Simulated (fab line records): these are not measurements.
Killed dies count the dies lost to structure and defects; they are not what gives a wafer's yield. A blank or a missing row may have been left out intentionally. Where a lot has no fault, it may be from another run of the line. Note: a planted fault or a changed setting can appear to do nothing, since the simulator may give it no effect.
fab line records + flow sky130
record:
- lots: 12
- wafers: 36
- last-day: 50
route steps=708 shown LI_CONTACT@378 LOCAL_INTERCONNECT@400 CONTACT@410 PAD_OPEN@708
lots with no fault: from the same line, run without faults
start-h: hours from the record's opening day to when the first of the lot's shown wafers began + wait-h: time in hours since the lot's previous step + " the same as in the row above + L1.1+2: a row that stands for several wafers + - either no value or no given start + * or withheld: withheld + < > ~ a bound
route shown NAME@n: NAME is a module with steps in the file, n the number in the route of the first one + usual: the fault-free wafers' mean and standard deviation + same: alike in all rows + chamber/n: place in a boat + sites: the reading at each site + _std_site: the standard deviation of these + _edge_site: the outer-site mean with the inner-site mean subtracted + radius-mm: how far each site lies from the wafer's centre + mask NAME#n: copy n + behind: tool/chamber where the wafer was last shaped + hold: reason for holding the lot/hours on hold/outcome of the hold + device: whichever transistor did not switch (one of n, p or np) + end of line: the route-end tests of the same wafers + a step with no rows: only its recipe + killed: dies lost to structure and defects at the first sort, not the wafer's yield + map: dies across one wafer; x = killed, . = not, _ = none there
set.NAME: setting as actually run; set.NAME@STEP: the setting as run at that earlier step + model.NAME: the simulator's own value behind a step, which no gauge read
one table for each step of the route and one row for each wafer, over a sample of lots
services: when a tool's chamber went out of use (start-h, in hours from the record's first day, below 0 if earlier), for how many hours, and the reason
== steps ==
step: SKY_LI_CONTACT_STRIP_16
recipe:
- chemistry: O2/N2
- power-w: 1400
- pressure-mtorr: 1500
- platen-temp-c: withheld
- o2-flow-sccm: 3000
- n2-flow-sccm: 300
- overash-fraction: 0.5
usual:
- drypump-motor-current-A: 5.6/0.35
- oes-product-au: 0.376/0.0043
- strip-time-to-endpoint-s: 3.52/0.031
| lot.wafer | tool            | chamber | start-h | wait-h | drypump-motor-current-A | oes-product-au | rf-hours-counter-h | strip-time-to-endpoint-s |
|-----------|-----------------|---------|---------|--------|-------------------------|----------------|--------------------|--------------------------|
| L648.3    | plasma-asher-03 | 1       | 691.65  | -      | 5.2                     | 0.374          | -                  | 3.54                     |
| L648.4    | "               | 0       | "       | "      | 5.2                     | 0.376          | -                  | 3.55                     |
| L648.6    | "               | 0       | "       | "      | 5.2                     | 0.381          | -                  | 3.56                     |
| L650.1    | plasma-asher-03 | 1       | 696.75  | -      | 5.2                     | 0.381          | 26                 | 3.51                     |
| L650.4    | "               | 0       | "       | "      | 5.2                     | 0.377          | -                  | 3.45                     |
| L650.6    | "               | 0       | "       | "      | 5.2                     | 0.380          | -                  | 3.47                     |
| L651.2    | plasma-asher-04 | 1       | 698.05  | -      | 5.4                     | 0.378          | 57                 | 3.50                     |
| L651.3    | "               | 1       | "       | "      | 5.3                     | 0.368          | -                  | 3.51                     |
| L651.6    | "               | 1       | "       | "      | 5.3                     | 0.372          | -                  | 3.51                     |
| L652.3    | plasma-asher-03 | 1       | 703.62  | -      | 5.3                     | 0.380          | -                  | 3.54                     |
| L652.4    | "               | 0       | "       | "      | 5.2                     | 0.379          | -                  | 3.53                     |
| L652.5    | "               | 0       | "       | "      | 5.2                     | 0.372          | -                  | 3.53                     |
| L655.1    | plasma-asher-04 | 0       | 740.91  | -      | 5.5                     | 0.380          | 61                 | 3.48                     |
| L655.2    | "               | 1       | "       | "      | 5.3                     | 0.376          | 61                 | 3.54                     |
| L655.5    | "               | 1       | "       | "      | 5.4                     | 0.377          | -                  | 3.50                     |
| L658.1    | plasma-asher-02 | 1       | 765.46  | -      | 5.8                     | 0.387          | 95                 | 3.54                     |
| L658.2    | "               | 0       | "       | "      | 6.1                     | 0.374          | 95                 | 3.51                     |
| L658.6    | "               | 1       | "       | "      | 5.8                     | 0.372          | -                  | 3.54                     |
| L657.1    | plasma-asher-03 | 1       | 772.01  | -      | 5.2                     | 0.377          | 34                 | 3.54                     |
| L657.3    | "               | 0       | "       | "      | 5.2                     | 0.384          | -                  | 3.48                     |
| L657.5    | "               | 1       | "       | "      | 5.3                     | 0.379          | -                  | 3.53                     |
| L659.1    | plasma-asher-03 | 0       | 776.15  | -      | 5.2                     | 0.378          | 34                 | 3.52                     |
| L659.2    | "               | 1       | "       | "      | 5.2                     | 0.378          | 34                 | 3.50                     |
| L659.3    | "               | 1       | "       | "      | 5.2                     | 0.380          | -                  | 3.53                     |
| L661.3    | plasma-asher-03 | 1       | 793.80  | -      | 5.2                     | 0.381          | -                  | 3.50                     |
| L661.5    | "               | 0       | "       | "      | 5.2                     | 0.375          | -                  | 3.54                     |
| L661.6    | "               | 1       | "       | "      | 5.3                     | 0.374          | -                  | 3.55                     |
| L669.2    | plasma-asher-02 | 0       | 838.25  | -      | 6.1                     | 0.373          | 102                | 3.54                     |
| L669.3    | "               | 0       | "       | "      | 6.1                     | 0.374          | -                  | 3.54                     |
| L669.5    | "               | 1       | "       | "      | 5.8                     | 0.372          | -                  | 3.48                     |
| L670.1    | plasma-asher-03 | 1       | 851.26  | -      | 5.3                     | 0.376          | 42                 | 3.47                     |
| L670.3    | "               | 0       | "       | "      | 5.2                     | 0.383          | -                  | 3.53                     |
| L670.4    | "               | 1       | "       | "      | 5.3                     | 0.377          | -                  | 3.52                     |
| L671.1    | plasma-asher-02 | 1       | 855.70  | -      | 5.7                     | 0.374          | 104                | 3.52                     |
| L671.2    | "               | 0       | "       | "      | 6.1                     | 0.372          | 104                | 3.46                     |
| L671.4    | "               | 1       | "       | "      | 5.8                     | 0.375          | -                  | 3.51                     |
step: SKY_LOCAL_INTERCONNECT_ETCH_13
recipe:
- chemistry: N2/H2
- target: BARC
- ion-energy-ev: 200
- bias-w: 100
- pressure-mtorr: 30
- n2-flow-sccm: 100
- h2-flow-sccm: 200
- icp-w: 500
- stop-on: SiO2
- time-s: 45.9
- target-depth-a: 600
usual:
- bias-w: 100.05/0.26
- drypump-motor-current-A: 6.1/0.41
- oes-product-au: 0.855/0.0047
- rf-fwd-power-W: 495.5/1.8
- throttle-valve-pct: 13.224/0.009
| lot.wafer | tool         | chamber | start-h | wait-h | bias-w | drypump-motor-current-A | oes-product-au | rf-fwd-power-W | rf-hours-counter-h | throttle-valve-pct |
|-----------|--------------|---------|---------|--------|--------|-------------------------|----------------|----------------|--------------------|--------------------|
| L648.3    | rie-metal-03 | 1       | 721.44  | 0.0    | 100.02 | 6.3                     | 0.854          | 494.7          | -                  | 13.230             |
| L648.4    | "            | 0       | "       | "      | 99.61  | 6.4                     | 0.850          | 494.2          | -                  | 13.231             |
| L648.6    | "            | 1       | "       | "      | 99.85  | 6.3                     | 0.854          | 495.8          | -                  | 13.229             |
| L650.1    | rie-metal-03 | 0       | 726.49  | 0.0    | 99.90  | 6.4                     | 0.854          | 493.6          | 1                  | 13.219             |
| L650.4    | "            | 0       | "       | "      | 100.19 | 6.4                     | 0.851          | 494.6          | -                  | 13.233             |
| L650.6    | "            | 0       | "       | "      | 100.23 | 6.4                     | 0.860          | 495.9          | -                  | 13.232             |
| L651.2    | rie-metal-01 | 1       | 727.44  | 0.0    | 100.01 | 6.2                     | 0.850          | 494.3          | 13                 | 13.229             |
| L651.3    | "            | 0       | "       | "      | 100.21 | 5.7                     | 0.860          | 495.9          | -                  | 13.250             |
| L651.6    | "            | 0       | "       | "      | 100.22 | 5.7                     | 0.864          | 497.3          | -                  | 13.225             |
| L652.3    | rie-metal-01 | 0       | 733.86  | 0.0    | 99.89  | 5.7                     | 0.855          | 496.6          | -                  | 13.237             |
| L652.4    | "            | 1       | "       | "      | 99.94  | 6.2                     | 0.853          | 494.7          | -                  | 13.232             |
| L652.5    | "            | 0       | "       | "      | 100.03 | 5.7                     | 0.859          | 494.6          | -                  | 13.220             |
| L655.1    | rie-metal-03 | 0       | 769.84  | 0.0    | 99.63  | 6.4                     | 0.854          | 492.6          | 2                  | 13.229             |
| L655.2    | "            | 1       | "       | "      | 99.88  | 6.3                     | 0.857          | 494.6          | 6                  | 13.230             |
| L655.5    | "            | 1       | "       | "      | 99.87  | 6.3                     | 0.860          | 495.2          | -                  | 13.229             |
| L658.1    | rie-metal-03 | 1       | 793.99  | 0.0    | 100.16 | 6.3                     | 0.859          | 493.8          | 7                  | 13.240             |
| L658.2    | "            | 0       | "       | "      | 100.48 | 6.4                     | 0.860          | 496.4          | 3                  | 13.213             |
| L658.6    | "            | 0       | "       | "      | 100.34 | 6.4                     | 0.865          | 496.8          | -                  | 13.232             |
| L657.1    | rie-metal-03 | 0       | 800.09  | 0.0    | 100.13 | 6.4                     | 0.861          | 491.4          | 3                  | 13.225             |
| L657.3    | "            | 1       | "       | "      | 96.74  | 6.3                     | 0.857          | 494.2          | -                  | 13.214             |
| L657.5    | "            | 1       | "       | "      | 97.06  | 6.3                     | 0.858          | 491.7          | -                  | 13.236             |
| L659.1    | rie-metal-03 | 0       | 804.14  | 0.0    | 100.04 | 6.4                     | 0.849          | 496.3          | 3                  | 13.199             |
| L659.2    | "            | 1       | "       | "      | 96.89  | 6.3                     | 0.851          | 494.4          | 7                  | 13.215             |
| L659.3    | "            | 1       | "       | "      | 96.68  | 6.3                     | 0.852          | 492.3          | -                  | 13.227             |
| L661.3    | rie-metal-03 | 1       | 820.94  | 0.0    | 97.27  | 6.3                     | 0.851          | 497.5          | -                  | 13.230             |
| L661.5    | "            | 0       | "       | "      | 100.27 | 6.4                     | 0.852          | 495.3          | -                  | 13.216             |
| L661.6    | "            | 1       | "       | "      | 96.97  | 6.3                     | 0.848          | 497.1          | -                  | 13.226             |
| L669.2    | rie-metal-04 | 1       | 865.80  | 0.0    | 100.55 | 5.2                     | 0.855          | 499.0          | 16                 | 13.232             |
| L669.3    | "            | 1       | "       | "      | 100.05 | 5.2                     | 0.850          | 494.6          | -                  | 13.231             |
| L669.5    | "            | 0       | "       | "      | 99.58  | 6.4                     | 0.851          | 496.7          | -                  | 13.224             |
| L670.1    | rie-metal-03 | 0       | 878.22  | 0.0    | 100.30 | 6.4                     | 0.860          | 493.1          | 6                  | 13.228             |
| L670.3    | "            | 1       | "       | "      | 100.59 | 6.3                     | 0.861          | 493.8          | -                  | 13.232             |
| L670.4    | "            | 0       | "       | "      | 100.58 | 6.4                     | 0.851          | 494.2          | -                  | 13.218             |
| L671.1    | rie-metal-03 | 1       | 882.34  | 0.0    | 100.59 | 6.3                     | 0.858          | 497.2          | 10                 | 13.231             |
| L671.2    | "            | 0       | "       | "      | 100.15 | 6.4                     | 0.854          | 495.4          | 6                  | 13.239             |
| L671.4    | "            | 1       | "       | "      | 99.86  | 6.3                     | 0.853          | 493.8          | -                  | 13.231             |
step: SKY_CONTACT_CMP_04
recipe:
- material: SiO2
- down-force-psi: 4
- platen-rpm: 60
- pad-velocity-m-s: 0.94248
usual:
- motor-current-A: 12.4/1.4
- time-to-endpoint-s: 81/4.3
| lot.wafer | tool   | chamber | start-h | wait-h | motor-current-A | time-to-endpoint-s |
|-----------|--------|---------|---------|--------|-----------------|--------------------|
| L648.4    | cmp-01 | 1       | 722.35  | 0.0    | 12.4            | 76                 |
| L648.3    | "      | 2       | "       | "      | 13.5            | 78                 |
| L648.6    | "      | 1       | "       | "      | 12.6            | 73                 |
| L650.1    | cmp-01 | 1       | 727.41  | 0.1    | 13.0            | 78                 |
| L650.4    | "      | 2       | "       | "      | 13.8            | 84                 |
| L650.6    | "      | 2       | "       | "      | 14.3            | 82                 |
| L651.3    | cmp-02 | 1       | 728.36  | 0.0    | 14.1            | 84                 |
| L651.2    | "      | 0       | "       | "      | 11.7            | 83                 |
| L651.6    | "      | 2       | "       | "      | 11.3            | 81                 |
| L652.4    | cmp-02 | 3       | 734.90  | 0.1    | 11.8            | 83                 |
| L652.3    | "      | 0       | "       | "      | 11.6            | 79                 |
| L652.5    | "      | 1       | "       | "      | 15.9            | 83                 |
| L655.1    | cmp-02 | 0       | 771.15  | 0.4    | 11.2            | 75                 |
| L655.2    | "      | 1       | "       | "      | 14.1            | 80                 |
| L655.5    | "      | 3       | "       | "      | 11.8            | 79                 |
| L658.2    | cmp-02 | 3       | 794.96  | 0.1    | 11.3            | 76                 |
| L658.1    | "      | 1       | "       | "      | 15.4            | 81                 |
| L658.6    | "      | 2       | "       | "      | 11.3            | 80                 |
| L657.3    | cmp-01 | 2       | 801.06  | 0.1    | 12.7            | 86                 |
| L657.1    | "      | 0       | "       | "      | 12.3            | 79                 |
| L657.5    | "      | 1       | "       | "      | 11.9            | 77                 |
| L659.3    | cmp-02 | 1       | 805.06  | 0.0    | 15.3            | 82                 |
| L659.1    | "      | 3       | "       | "      | 12.5            | 84                 |
| L659.2    | "      | 0       | "       | "      | 11.6            | 83                 |
| L661.3    | cmp-01 | 2       | 821.92  | 0.1    | 13.6            | 85                 |
| L661.5    | "      | 1       | "       | "      | 12.0            | 75                 |
| L661.6    | "      | 2       | "       | "      | 13.8            | 83                 |
| L669.2    | cmp-01 | 3       | 866.73  | 0.0    | 11.4            | 83                 |
| L669.3    | "      | 2       | "       | "      | 13.4            | 77                 |
| L669.5    | "      | 0       | "       | "      | 12.4            | 80                 |
| L670.4    | cmp-02 | 2       | 879.15  | 0.0    | 11.6            | 91                 |
| L670.1    | "      | 3       | "       | "      | 11.4            | 88                 |
| L670.3    | "      | 0       | "       | "      | 12.2            | 88                 |
| L671.4    | cmp-02 | 2       | 883.28  | 0.0    | 11.6            | 86                 |
| L671.2    | "      | 3       | "       | "      | 11.1            | 85                 |
| L671.1    | "      | 1       | "       | "      | 15.3            | 84                 |
step: SKY_CONTACT_BOW_MEAS_05
recipe:
- mode: bow
usual:
- CONTACT_BOW: 81/6.5
| lot.wafer | tool          | chamber | start-h | wait-h | CONTACT_BOW[um] |
|-----------|---------------|---------|---------|--------|-----------------|
| L648.3    | film-metro-01 | -       | 722.69  | 0.2    | 79              |
| L648.4    | "             | -       | "       | "      | 80              |
| L648.6    | "             | -       | "       | "      | 85              |
| L650.1    | film-metro-04 | -       | 727.71  | 0.2    | 86              |
| L650.4    | "             | -       | "       | "      | 82              |
| L650.6    | "             | -       | "       | "      | 88              |
| L651.2    | film-metro-01 | -       | 728.68  | 0.1    | 74              |
| L651.3    | "             | -       | "       | "      | 85              |
| L651.6    | "             | -       | "       | "      | 92              |
| L652.3    | film-metro-03 | -       | 735.14  | 0.1    | 82              |
| L652.4    | "             | -       | "       | "      | 95              |
| L652.5    | "             | -       | "       | "      | 81              |
| L655.1    | film-metro-01 | -       | 771.35  | 0.1    | 88              |
| L655.2    | "             | -       | "       | "      | 85              |
| L655.5    | "             | -       | "       | "      | 88              |
| L658.1    | film-metro-04 | -       | 795.21  | 0.1    | 74              |
| L658.2    | "             | -       | "       | "      | 77              |
| L658.6    | "             | -       | "       | "      | 84              |
| L657.1    | film-metro-01 | -       | 801.31  | 0.1    | 87              |
| L657.3    | "             | -       | "       | "      | 94              |
| L657.5    | "             | -       | "       | "      | 87              |
| L659.1    | film-metro-04 | -       | 805.36  | 0.1    | 87              |
| L659.2    | "             | -       | "       | "      | 67              |
| L659.3    | "             | -       | "       | "      | 76              |
| L661.3    | film-metro-03 | -       | 822.21  | 0.2    | 83              |
| L661.5    | "             | -       | "       | "      | 74              |
| L661.6    | "             | -       | "       | "      | 78              |
| L669.2    | film-metro-03 | -       | 867.05  | 0.3    | 77              |
| L669.3    | "             | -       | "       | "      | 89              |
| L669.5    | "             | -       | "       | "      | 90              |
| L670.1    | film-metro-01 | -       | 879.45  | 0.2    | 79              |
| L670.3    | "             | -       | "       | "      | 86              |
| L670.4    | "             | -       | "       | "      | 91              |
| L671.1    | film-metro-01 | -       | 883.58  | 0.1    | 79              |
| L671.2    | "             | -       | "       | "      | 83              |
| L671.4    | "             | -       | "       | "      | 73              |
step: SKY_PAD_OPEN_PROBE_99
usual:
- killed_at_M0_to_M3: 43/7.2
- killed_at_M4_up: 3.1/1.8
- killed-at-contacts: 24/5.4
- killed-at-front-end: 15/4.4
- killed-at-other: 0.4/0.56
- killed-dies: 86/9.3
- killed-on-rim: 17/3.6
- killed-open: 47/6.9
- killed-short: 39/6.6
same:
- gross-dies: 492
- killed-at-back-side: 0
| lot.wafer | tool      | chamber | start-h | wait-h | killed_at_M0_to_M3 | killed_at_M4_up | killed-at-contacts | killed-at-front-end | killed-at-other | killed-dies | killed-on-rim | killed-open | killed-short |
|-----------|-----------|---------|---------|--------|--------------------|-----------------|--------------------|---------------------|-----------------|-------------|---------------|-------------|--------------|
| L648.3    | prober-02 | -       | 1088.77 | 0.2    | 31                 | 4               | 19                 | 23                  | 0               | 77          | 13            | 55          | 22           |
| L648.4    | prober-02 | -       | 1088.82 | 0.2    | 37                 | 7               | 23                 | 24                  | 0               | 91          | 19            | 45          | 46           |
| L648.6    | prober-02 | -       | 1088.92 | 0.2    | 44                 | 3               | 23                 | 24                  | 0               | 94          | 18            | 54          | 40           |
| L655.1    | prober-02 | -       | 1121.07 | 0.1    | 39                 | 5               | 25                 | 21                  | 0               | 90          | 13            | 51          | 39           |
| L655.2    | prober-02 | -       | 1121.12 | 0.1    | 48                 | 6               | 26                 | 25                  | 0               | 105         | 28            | 57          | 48           |
| L655.5    | prober-02 | -       | 1121.27 | 0.2    | 46                 | 1               | 24                 | 20                  | 0               | 91          | 15            | 52          | 39           |
| L659.1    | prober-02 | -       | 1143.76 | 0.1    | 45                 | 1               | 23                 | 15                  | 2               | 86          | 18            | 46          | 39           |
| L659.2    | prober-02 | -       | 1143.81 | 0.1    | 38                 | 2               | 25                 | 15                  | 0               | 80          | 17            | 54          | 26           |
| L659.3    | prober-02 | -       | 1143.86 | 0.2    | 34                 | 1               | 31                 | 17                  | 0               | 83          | 14            | 46          | 37           |
| L669.2    | prober-02 | -       | 1189.10 | 0.1    | 49                 | 6               | 26                 | 20                  | 1               | 102         | 22            | 48          | 54           |
| L669.3    | prober-02 | -       | 1189.15 | 0.2    | 44                 | 6               | 25                 | 6                   | 1               | 82          | 18            | 45          | 37           |
| L669.5    | prober-02 | -       | 1189.25 | 0.2    | 41                 | 1               | 19                 | 18                  | 1               | 80          | 15            | 38          | 42           |
| L671.1    | prober-02 | -       | 1201.16 | 0.1    | 37                 | 5               | 28                 | 20                  | 0               | 90          | 15            | 46          | 44           |
| L671.2    | prober-02 | -       | 1201.21 | 0.1    | 49                 | 2               | 37                 | 11                  | 0               | 99          | 22            | 51          | 48           |
| L671.4    | prober-02 | -       | 1201.31 | 0.2    | 43                 | 1               | 23                 | 10                  | 0               | 77          | 12            | 42          | 35           |
killed by level:class
L648.3 VIA2:geometric-particle:open=9 LI_CONTACT:geometric-particle:open=8 VIA1:geometric-particle:open=8 POLY_GATE:geometric-particle:open=7 CONTACT:geometric-particle:open=7 FIELD_ISO:geometric-particle:open=6 VIA3:geometric-particle:open=5 FIELD_ISO:geometric-particle:short=4
L648.4 FIELD_ISO:geometric-particle:open=11 VIA1:geometric-particle:short=8 FIELD_ISO:geometric-particle:short=7 CONTACT:geometric-particle:short=7 CONTACT:geometric-particle:open=7 VIA1:geometric-particle:open=7 METAL1:geometric-particle:short=6 METAL2:geometric-particle:short=4
L648.6 VIA1:geometric-particle:open=15 FIELD_ISO:geometric-particle:short=7 CONTACT:geometric-particle:open=7 POLY_GATE:geometric-particle:short=6 LI_CONTACT:geometric-particle:open=5 CONTACT:geometric-particle:short=5 METAL1:geometric-particle:short=5 VIA3:geometric-particle:open=5
L655.1 VIA1:geometric-particle:open=11 LI_CONTACT:geometric-particle:open=10 POLY_GATE:geometric-particle:short=7 CONTACT:geometric-particle:open=7 VIA3:geometric-particle:open=5 METAL2:geometric-particle:short=4 POLY_GATE:geometric-particle:open=4 METAL3:geometric-particle:short=4
L655.2 VIA1:geometric-particle:open=18 VIA1:geometric-particle:short=12 LI_CONTACT:geometric-particle:open=9 POLY_GATE:geometric-particle:open=8 CONTACT:geometric-particle:open=7 METAL4:geometric-particle:short=6 FIELD_ISO:geometric-particle:open=5 POLY_GATE:geometric-particle:short=5
L655.5 VIA1:geometric-particle:open=12 CONTACT:geometric-particle:open=9 VIA1:geometric-particle:short=8 VIA2:geometric-particle:open=6 CONTACT:geometric-particle:short=6 VIA3:geometric-particle:open=6 POLY_GATE:geometric-particle:open=5 FIELD_ISO:geometric-particle:short=4
L659.1 VIA1:geometric-particle:open=12 METAL2:geometric-particle:short=11 LOCAL_INTERCONNECT:geometric-particle:short=7 VIA2:geometric-particle:open=7 CONTACT:geometric-particle:open=6 VIA3:geometric-particle:open=6 POLY_GATE:geometric-particle:open=5 METAL1:geometric-particle:short=4
L659.2 VIA1:geometric-particle:open=14 CONTACT:geometric-particle:open=10 LI_CONTACT:geometric-particle:open=9 FIELD_ISO:geometric-particle:open=6 VIA3:geometric-particle:open=5 VIA2:geometric-particle:open=5 POLY_GATE:geometric-particle:open=3 CONTACT:geometric-particle:short=3
L659.3 CONTACT:geometric-particle:open=16 VIA1:geometric-particle:open=9 FIELD_ISO:geometric-particle:short=7 LOCAL_INTERCONNECT:geometric-particle:short=6 VIA2:geometric-particle:open=5 FIELD_ISO:geometric-particle:open=4 CONTACT:geometric-particle:short=4 VIA1:geometric-particle:short=4
L669.2 VIA1:geometric-particle:open=11 CONTACT:geometric-particle:open=9 FIELD_ISO:geometric-particle:open=6 VIA2:geometric-particle:short=6 METAL1:geometric-particle:short=6 VIA1:geometric-particle:short=6 METAL4:geometric-particle:short=6 POLY_GATE:geometric-particle:short=5
L669.3 CONTACT:geometric-particle:open=11 VIA1:geometric-particle:open=10 METAL1:geometric-particle:short=6 LI_CONTACT:geometric-particle:open=5 LOCAL_INTERCONNECT:geometric-particle:short=5 VIA2:geometric-particle:open=5 VIA1:geometric-particle:short=5 VIA3:geometric-particle:open=5
L669.5 VIA1:geometric-particle:open=8 VIA3:geometric-particle:open=6 METAL1:geometric-particle:short=5 VIA2:geometric-particle:open=5 FIELD_ISO:geometric-particle:short=4 POLY_GATE:geometric-particle:short=4 POLY_GATE:geometric-particle:open=4 LOCAL_INTERCONNECT:geometric-particle:short=4
L671.1 CONTACT:geometric-particle:open=10 LI_CONTACT:geometric-particle:open=8 VIA1:geometric-particle:open=8 CONTACT:geometric-particle:short=6 METAL3:geometric-particle:short=5 FIELD_ISO:geometric-particle:short=4 METAL1:geometric-particle:short=4 METAL2:geometric-particle:short=4
L671.2 VIA1:geometric-particle:open=13 CONTACT:geometric-particle:open=12 CONTACT:geometric-particle:short=8 VIA1:geometric-particle:short=8 LI_CONTACT:geometric-particle:open=7 LOCAL_INTERCONNECT:geometric-particle:short=5 METAL1:geometric-particle:short=5 VIA2:geometric-particle:open=5
L671.4 CONTACT:geometric-particle:open=11 VIA2:geometric-particle:open=9 VIA1:geometric-particle:short=9 VIA1:geometric-particle:open=7 METAL1:geometric-particle:short=5 METAL2:geometric-particle:short=5 VIA3:geometric-particle:open=5 FIELD_ISO:geometric-particle:short=4
== services ==
| tool            | chamber | start-h | hours | kind                           |
|-----------------|---------|---------|-------|--------------------------------|
| rie-metal-01    | 0       | 675.16  | -     | clean                          |
| rie-metal-03    | 0       | 683.06  | -     | clean                          |
| rie-metal-03    | 0       | 683.06  | 26.1  | scheduled-down                 |
| rie-metal-03    | 0       | 683.06  | 26.1  | vent-cycle                     |
| cmp-02          | -       | 684.89  | 3.4   | repair                         |
| rie-metal-04    | -       | 694.12  | 14.6  | pm                             |
| cmp-02          | -       | 719.18  | 0.3   | repair                         |
| cmp-02          | -       | 744.19  | 4.0   | pm                             |
| cmp-02          | -       | 748.19  | -     | consumable-replace:conditioner |
| cmp-02          | -       | 748.19  | -     | consumable-replace:pad         |
| plasma-asher-04 | -       | 765.68  | 0.6   | repair                         |
| rie-metal-01    | -       | 768.89  | 2.7   | repair                         |
| plasma-asher-02 | -       | 788.74  | 0.5   | repair                         |
| plasma-asher-04 | -       | 794.08  | 4.6   | pm                             |
| plasma-asher-03 | -       | 801.77  | 1.6   | repair                         |
| cmp-01          | -       | 813.18  | 3.9   | repair                         |
| cmp-01          | -       | 817.03  | 3.9   | pm                             |
| cmp-02          | -       | 817.53  | 0.3   | repair                         |
| rie-metal-03    | 0       | 822.05  | 2.0   | repair                         |
| cmp-01          | -       | 836.72  | 1.8   | repair                         |
| cmp-01          | -       | 859.78  | 1.6   | repair                         |
| cmp-01          | -       | 862.84  | 0.2   | repair                         |
| rie-metal-04    | -       | 864.12  | 1.4   | pm                             |
| cmp-02          | -       | 872.72  | 0.3   | repair                         |
== key ==
first-sign:
- step: SKY_LOCAL_INTERCONNECT_ETCH_13
- reading: bias-w
- direction: down
- sigmas: 12
- usual: 100.05
- struck: 96.93
effect none on later readings
met-at SKY_LOCAL_INTERCONNECT_ETCH_13
struck-lots L657,L659,L661
struck-wafers L657.3,L657.5,L659.2,L659.3,L661.3,L661.6
tester-left-out L657,L659,L661
not-acting-at SKY_LI_CONTACT_STRIP_16,SKY_CONTACT_CMP_04,SKY_CONTACT_BOW_MEAS_05
onset-between 793.99 800.09
fault:
- kind: process-parameter-drift
- tool: rie-metal-03
- chamber: 1
- onset-h: 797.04
- steps: SKY_LOCAL_INTERCONNECT_ETCH_13
- channel: bias-w
- offset: -3.0683
- shape: step
- end-h: 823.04
- acts-in: these-recipes-only
- stated: 100
tester-left-out: of these lots the tester's yield and bins aren't shown, on N5 and GAA mostly nor the transistor test; their killed dies are dies lost to structure and defects alone, not to doping, threshold or leakage, so they don't give the yield
